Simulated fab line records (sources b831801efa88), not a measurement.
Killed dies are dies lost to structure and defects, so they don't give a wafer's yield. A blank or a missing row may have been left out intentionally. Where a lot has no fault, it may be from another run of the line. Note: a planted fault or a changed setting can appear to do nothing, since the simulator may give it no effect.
fab line records | flow gf180mcu
[record] lots = 13 wafers = 39 last_day = 34
route steps=602 shown VT_IMPLANT@133 HV_LDD@197
lots with no fault: from the same line, run without faults
start_h: the number of hours between the record's first day and the start of the first shown wafer of the lot | wait_h: hours elapsed since this lot's preceding step | " identical to the entry in the row above | L1.1+2: several wafers, shown together as one row | - either no value or no given start | * or withheld: withheld | < > ~ a bound
route shown NAME@n: a module of which the file shows steps, and the number in the route of the first | usual: average and standard deviation across the fault-free wafers | same: alike in all rows | chamber/n: place in a boat | sites: readings site by site | _std_site: standard deviation across them | _edge_site: mean of outer sites minus mean of inner sites | radius_mm: for every site, how far away it sits from the centre of the wafer | mask NAME#n: copy n | behind: tool/chamber where the wafer was last shaped | hold: cause of the lot's hold/its duration in hours/its outcome | device: names the non-switching transistor (n, p or np) | end of line: the route-end tests of the same wafers | a step with no rows: only its recipe | killed: the dies lost at the first sort to structure and to defects; this is not the yield of the wafer | map: per-die view of a wafer (x killed, . not killed, _ where there is no die)
set.NAME: setting as actually run; set.NAME@STEP: the setting as run at that earlier step | model.NAME: the simulator's own value behind a step, which no gauge read
steps of the route over a sample of lots; a table a step, a row a wafer
services: from which hour (start_h, from the record's first day; less than 0 if before it) a tool's chamber was out of use, for how many hours, and why
[[steps]]
[step GF_VT_IMPLANT_TW_MEAS_43]
[usual] VT_IMPLANT_4_TW = 690/5.9
// columns lot.wafer tool chamber start_h wait_h VT_IMPLANT_4_TW
L627.3 film_metro-02 - 165.34 0.1 703
L627.5 " - " " 701
L627.6 " - " " 696
L629.2 film_metro-01 - 178.43 0.1 683
L629.3 " - " " 682
L629.6 " - " " 683
L630.3 film_metro-02 - 186.79 0.1 696
L630.4 " - " " 695
L630.6 " - " " 693
L631.2 film_metro-04 - 190.17 0.1 695
L631.3 " - " " 692
L631.5 " - " " 688
L632.3 film_metro-02 - 198.09 0.1 690
L632.4 " - " " 694
L632.6 " - " " 694
L633.2 film_metro-02 - 202.23 0.1 692
L633.3 " - " " 691
L633.4 " - " " 690
L640.2 film_metro-04 - 249.28 0.1 685
L640.4 " - " " 686
L640.6 " - " " 687
L642.1 film_metro-04 - 270.17 0.1 690
L642.3 " - " " 690
L642.6 " - " " 689
L643.2 film_metro-02 - 270.42 0.1 699
L643.3 " - " " 694
L643.5 " - " " 697
L645.1 film_metro-02 - 284.56 0.1 696
L645.3 " - " " 700
L645.5 " - " " 696
L646.1 film_metro-04 - 292.97 0.1 687
L646.3 " - " " 692
L646.5 " - " " 685
L647.1 film_metro-01 - 300.61 0.1 680
L647.2 " - " " 680
L647.6 " - " " 684
L649.1 film_metro-02 - 313.31 0.1 697
L649.2 " - " " 696
L649.4 " - " " 699
[step GF_HV_LDD_IMPLANT_21]
[recipe] species = BF2 energy_kev = 25 dose_cm2 = 5e+13 tilt_deg = 7
[usual] end_station_pressure_torr = 5.22e-06/2.5e-07
// columns lot.wafer tool chamber start_h wait_h end_station_pressure_torr
L627.3 implanter-04 0 244.19 0.1 5.43e-06
L627.5 " 0 " " 5.36e-06
L627.6 " 0 " " 5.29e-06
L629.2 implanter-01 0 256.59 0.0 5.01e-06
L629.3 " 0 " " 5.05e-06
L629.6 " 0 " " 4.77e-06
L630.3 implanter-04 0 269.20 0.1 5.57e-06
L630.4 " 0 " " 5.41e-06
L630.6 " 0 " " 4.97e-06
L631.2 implanter-01 0 271.62 0.0 5.56e-06
L631.3 " 0 " " 4.86e-06
L631.5 " 0 " " 5.3e-06
L632.3 implanter-01 0 280.84 0.1 5.15e-06
L632.4 " 0 " " 5.66e-06
L632.6 " 0 " " 5.27e-06
L633.2 implanter-01 0 283.57 0.0 5.08e-06
L633.3 " 0 " " 5.28e-06
L633.4 " 0 " " 5.14e-06
L640.2 implanter-02 0 340.49 0.0 5.32e-06
L640.4 " 0 " " 5.76e-06
L640.6 " 0 " " 5.09e-06
L640.2 implanter-02 0 340.80 0.3 5.22e-06
L640.4 " 0 " " 4.81e-06
L640.6 " 0 " " 5.15e-06
L642.1 implanter-01 0 361.58 0.0 5.57e-06
L642.3 " 0 " " 4.7e-06
L642.6 " 0 " " 5.6e-06
L642.1 implanter-01 0 361.89 0.3 5.3e-06
L642.3 " 0 " " 4.7e-06
L642.6 " 0 " " 5.03e-06
L643.2 implanter-02 0 363.32 0.0 4.73e-06
L643.3 " 0 " " 5.34e-06
L643.5 " 0 " " 5.22e-06
L645.1 implanter-01 0 378.08 0.0 5.39e-06
L645.3 " 0 " " 5.16e-06
L645.5 " 0 " " 5.21e-06
L646.1 implanter-01 0 386.69 0.0 5.84e-06
L646.3 " 0 " " 5.4e-06
L646.5 " 0 " " 5.23e-06
L647.1 implanter-01 0 396.08 0.0 5.12e-06
L647.2 " 0 " " 5.24e-06
L647.6 " 0 " " 5.42e-06
L649.1 implanter-02 0 410.55 0.0 4.96e-06
L649.2 " 0 " " 5.48e-06
L649.4 " 0 " " 5.37e-06
[step GF_HV_LDD_TW_MEAS_23]
[usual] HV_LDD_2_TW = 1050/6.4
// columns lot.wafer tool chamber start_h wait_h HV_LDD_2_TW
L627.3 film_metro-04 - 244.41 0.1 1055
L627.5 " - " " 1050
L627.6 " - " " 1059
L629.2 film_metro-01 - 256.82 0.1 1045
L629.3 " - " " 1045
L629.6 " - " " 1043
L630.3 film_metro-03 - 269.42 0.1 1048
L630.4 " - " " 1058
L630.6 " - " " 1051
L631.2 film_metro-03 - 271.85 0.1 1057
L631.3 " - " " 1060
L631.5 " - " " 1055
L632.3 film_metro-01 - 281.06 0.1 1042
L632.4 " - " " 1036
L632.6 " - " " 1037
L633.2 film_metro-03 - 283.80 0.1 1059
L633.3 " - " " 1054
L633.4 " - " " 1055
L640.2 film_metro-01 - 341.04 0.1 1301
L640.4 " - " " 1300
L640.6 " - " " 1299
L642.1 film_metro-01 - 362.14 0.1 1302
L642.3 " - " " 1300
L642.6 " - " " 1309
L643.2 film_metro-04 - 363.56 0.1 1052
L643.3 " - " " 1059
L643.5 " - " " 1052
L645.1 film_metro-04 - 378.33 0.1 1055
L645.3 " - " " 1053
L645.5 " - " " 1059
L646.1 film_metro-04 - 386.94 0.1 1054
L646.3 " - " " 1055
L646.5 " - " " 1055
L647.1 film_metro-01 - 396.33 0.1 1034
L647.2 " - " " 1043
L647.6 " - " " 1048
L649.1 film_metro-01 - 410.80 0.1 1050
L649.2 " - " " 1048
L649.4 " - " " 1048
[step GF_HV_LDD_STRIP_37]
[recipe] chemistry = O2/N2 power_w = 1400 pressure_mtorr = 1500 platen_temp_c = 250 o2_flow_sccm = 3000 n2_flow_sccm = 300 overash_fraction = 0.5
[usual] drypump_motor_current_A = 6.0/0.53 heater_power_w = 322/26 oes_product_au = 0.716/0.0046 strip_time_to_endpoint_s = 12.65/0.033
[same] overash_fraction = 0.5
// columns lot.wafer tool chamber start_h wait_h drypump_motor_current_A heater_power_w oes_product_au rf_hours_counter_h strip_time_to_endpoint_s
L627.3 plasma_asher-04 1 263.52 0.1 5.7 313 0.715 - 12.67
L627.5 " 0 " " 5.8 388 0.713 - 12.64
L627.6 " 1 " " 5.7 312 0.713 - 12.68
L629.2 plasma_asher-03 0 277.20 0.1 6.8 328 0.721 61 12.66
L629.3 " 0 " " 6.8 325 0.715 - 12.68
L629.6 " 0 " " 6.8 347 0.722 - 12.67
L630.3 plasma_asher-04 1 289.47 0.1 5.7 315 0.716 - 12.65
L630.4 " 0 " " 5.8 388 0.711 - 12.62
L630.6 " 1 " " 5.7 313 0.716 - 12.66
L631.2 plasma_asher-01 0 292.50 0.1 6.0 287 0.718 53 12.64
L631.3 " 0 " " 6.0 297 0.724 - 12.63
L631.5 " 0 " " 6.1 298 0.710 - 12.54
L632.3 plasma_asher-01 0 302.03 0.1 6.1 300 0.714 - 12.68
L632.4 " 1 " " 6.2 331 0.714 - 12.73
L632.6 " 1 " " 6.2 329 0.705 - 12.68
L633.2 plasma_asher-01 1 304.35 0.1 6.2 341 0.716 55 12.64
L633.3 " 1 " " 6.2 329 0.711 - 12.66
L633.4 " 0 " " 6.1 290 0.723 - 12.66
L640.2 plasma_asher-04 1 370.60 0.1 5.7 315 0.716 67 12.65
L640.4 " 1 " " 5.7 308 0.721 - 12.68
L640.6 " 0 " " 5.8 379 0.716 - 12.66
L642.1 plasma_asher-01 0 385.25 0.1 6.1 292 0.717 64 12.64
L642.3 " 1 " " 6.1 336 0.717 - 12.64
L642.6 " 1 " " 6.1 331 0.719 - 12.65
L643.2 plasma_asher-01 0 386.52 0.1 6.0 295 0.709 64 12.67
L643.3 " 0 " " 6.1 293 0.719 - 12.70
L643.5 " 0 " " 6.1 299 0.723 - 12.69
L645.1 plasma_asher-01 0 402.05 0.1 6.1 296 0.713 66 12.66
L645.3 " 1 " " 6.2 335 0.719 - 12.67
L645.5 " 1 " " 6.1 340 0.719 - 12.66
L646.1 plasma_asher-03 1 411.28 0.1 4.9 309 0.720 75 12.65
L646.3 " 1 " " 4.9 313 0.712 - 12.69
L646.5 " 0 " " 6.8 331 0.725 - 12.64
L647.1 plasma_asher-03 1 420.45 0.1 5.0 316 0.716 76 12.66
L647.2 " 0 " " 6.8 330 0.709 76 12.65
L647.6 " 1 " " 4.9 312 0.721 - 12.64
L649.1 plasma_asher-01 0 435.23 0.1 6.0 295 0.721 69 12.71
L649.2 " 1 " " 6.2 333 0.712 69 12.67
L649.4 " 0 " " 6.1 290 0.724 - 12.71
[step GF_HV_LDD_THK_MEAS_55]
[recipe] reads = SiO2_of_HV_LDD_CVD_54
[usual] HV_LDD_CVD_54_THK = 10.04/0.13
// columns lot.wafer tool chamber start_h wait_h HV_LDD_CVD_54_THK[nm]
L627.3 film_metro-03 - 284.60 0.0 10.10
L627.5 " - " " 10.10
L627.6 " - " " 10.17
L629.2 film_metro-04 - 298.36 0.0 9.78
L629.3 " - " " 9.75
L629.6 " - " " 9.76
L630.3 film_metro-01 - 310.83 0.0 9.95
L630.4 " - " " 9.90
L630.6 " - " " 10.05
L631.2 film_metro-03 - 316.73 0.0 9.87
L631.3 " - " " 9.92
L631.5 " - " " 9.98
L632.3 film_metro-04 - 324.33 0.0 10.27
L632.4 " - " " 10.21
L632.6 " - " " 10.25
L633.2 film_metro-01 - 326.93 0.0 10.24
L633.3 " - " " 10.26
L633.4 " - " " 10.16
L640.2 film_metro-03 - 395.45 0.0 9.79
L640.4 " - " " 9.83
L640.6 " - " " 9.76
L642.1 film_metro-01 - 409.75 0.0 10.08
L642.3 " - " " 10.20
L642.6 " - " " 10.17
L643.2 film_metro-04 - 412.19 0.0 10.04
L643.3 " - " " 10.14
L643.5 " - " " 10.02
L645.1 film_metro-01 - 427.60 0.0 10.26
L645.3 " - " " 10.21
L645.5 " - " " 10.15
L646.1 film_metro-03 - 437.19 0.0 10.14
L646.3 " - " " 10.13
L646.5 " - " " 10.10
L647.1 film_metro-04 - 446.76 0.0 10.06
L647.2 " - " " 9.95
L647.6 " - " " 9.91
L649.1 film_metro-04 - 460.56 0.0 10.00
L649.2 " - " " 9.99
L649.4 " - " " 10.12
[[services]]
// columns tool chamber start_h hours kind
plasma_asher-03 - 234.16 14.6 pm
plasma_asher-01 - 286.25 2.6 repair
plasma_asher-04 - 314.95 6.7 repair
implanter-04 - 343.07 5.1 repair
plasma_asher-04 - 343.83 1.7 repair
plasma_asher-04 - 345.50 17.3 pm
implanter-04 - 364.46 31.1 pm
plasma_asher-03 - 364.73 4.5 repair
plasma_asher-01 - 376.44 4.4 repair
implanter-02 - 377.93 23.9 repair
implanter-02 - 397.19 6.1 repair
plasma_asher-01 - 407.07 2.4 repair
implanter-04 - 410.25 0.9 repair
plasma_asher-04 - 421.35 9.0 pm
plasma_asher-04 0 421.35 9.0 vent_cycle
plasma_asher-04 1 421.35 9.0 vent_cycle
plasma_asher-04 0 430.35 - clean
plasma_asher-04 1 430.35 - clean
[[key]]
[first_sign] step = GF_HV_LDD_IMPLANT_21 reading = visit direction = added
[effect] step = GF_HV_LDD_TW_MEAS_23 reading = HV_LDD_2_TW direction = up sigmas = 39 usual = 1050 struck = 1302
met_at GF_HV_LDD_IMPLANT_21
struck_lots L640,L642
tester_left_out L640,L642
not_acting_at GF_VT_IMPLANT_TW_MEAS_43,GF_HV_LDD_STRIP_37,GF_HV_LDD_THK_MEAS_55
[fault] kind = repeated_step_whole tool = implanter-01,implanter-02,implanter-04 chamber = - onset_h = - steps = GF_HV_LDD_IMPLANT_21 times = 1 scope = struck_lots_only
// tester_left_out: of these lots the tester's yield and bins aren't shown, on N5 and GAA mostly nor the transistor test; their killed dies are dies lost to structure and defects alone, not to doping, threshold or leakage, so they don't give the yield
